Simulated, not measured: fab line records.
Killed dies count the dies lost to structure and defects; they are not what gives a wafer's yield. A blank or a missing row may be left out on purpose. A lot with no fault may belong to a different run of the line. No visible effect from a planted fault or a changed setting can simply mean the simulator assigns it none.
Problem report, 8D (eight disciplines) form, completed by code ; flow sky130 ; the parts of the form that need people (team, actions taken, sign-off) are left out

1. WHAT IS WRONG
platen-rpm at SKY_VIA1_CMP_02 reads a mean of 54.00 rpm on 2 wafers of 2 lots; wafers without a fault read 60.00 rpm with a standard deviation of 0.04. That is -99 or more standard deviations from the usual mean.
The step: polishes SiO2.
Seen first at day 34 09:52 on cmp-02, wafer L738.1. The record holds 39 wafers of 13 lots with a number at this step. Rule for "out" (also "out of limits"): further than 4 standard deviations from the usual mean. The rest of the wafers with a number are treated as sound.

2. WHAT IT IS; WHAT IT IS NOT
question;is;is not
which readings at this step;platen-rpm;retaining-ring-pressure-frac
which lots;L738, L743;L735, L736, L737, L739, L749, L750, L752, L753, L754, L756, L757
which wafers of those lots;L738.1, L743.4;L738.2, L738.5, L743.1, L743.6
read on which tools;cmp-02;cmp-01
when;from day 34 09:52;"up to then (11 sound wafers); but 26 sound wafers of L739, L743, L749, L750, L752, L753, L754, L756, L757 came after"

3. THE SUSPECTS, EACH WITH WHAT RULES IT OUT
Counting: if a tool at a process step up to the reading ran every lot that is out, it stays a suspect. Sound lots after the first of them don't rule it out here, since some wafers of a struck lot are sound.
- cmp-02 at SKY_VIA1_CMP_02 (polishes SiO2): kept. It processed each lot that is out (first: L738, day 34 09:52); up to then, its last sound lot is L737 (day 33 21:35). Its own platen-rpm readings are out on those wafers.
- In cmp-02 at SKY_VIA1_CMP_02, the wafers that are out were processed in chamber 1 and their sound lot-mates in chambers 0, 2, 3.
Left after counting: cmp-02 at SKY_VIA1_CMP_02.

4. THE CAUSE (what the simulator had put in)
cmp-02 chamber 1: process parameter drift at SKY_VIA1_CMP_02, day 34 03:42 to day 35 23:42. The setting platen-rpm was moved by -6, starting from 60. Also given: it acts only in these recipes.
This tool alone remained once counting was done.

5. SEQUENCE OF EFFECTS, ordered by route
Each row: a reading where the mean over the struck wafers with a number is more than 3 standard deviations away from the usual. Readings are gone through only where the record gives a usual standard deviation; hours: the median, over the lots, of the time from a lot's start at the first step in this table giving one to that lot's start at this step; sigmas: the change measured in usual standard deviations.
hours;step;reading;usual;on struck wafers;change;sigmas
0;SKY_VIA1_CMP_02;platen-rpm;60.00 rpm;54.00;-6.00;-99 or more
The process steps in it:
- SKY_VIA1_CMP_02: polishes SiO2.
Later measuring or inspecting steps at which every struck wafer that the step has a row for has a number for every such reading, and none has moved that far: SKY_VIA1_CD_MEAS_12.

6. HOW IT WOULD HAVE BEEN CAUGHT EARLIER
In this record no reading fell out of limits until day 34 09:52, 6 hours after the fault had begun at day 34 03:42.
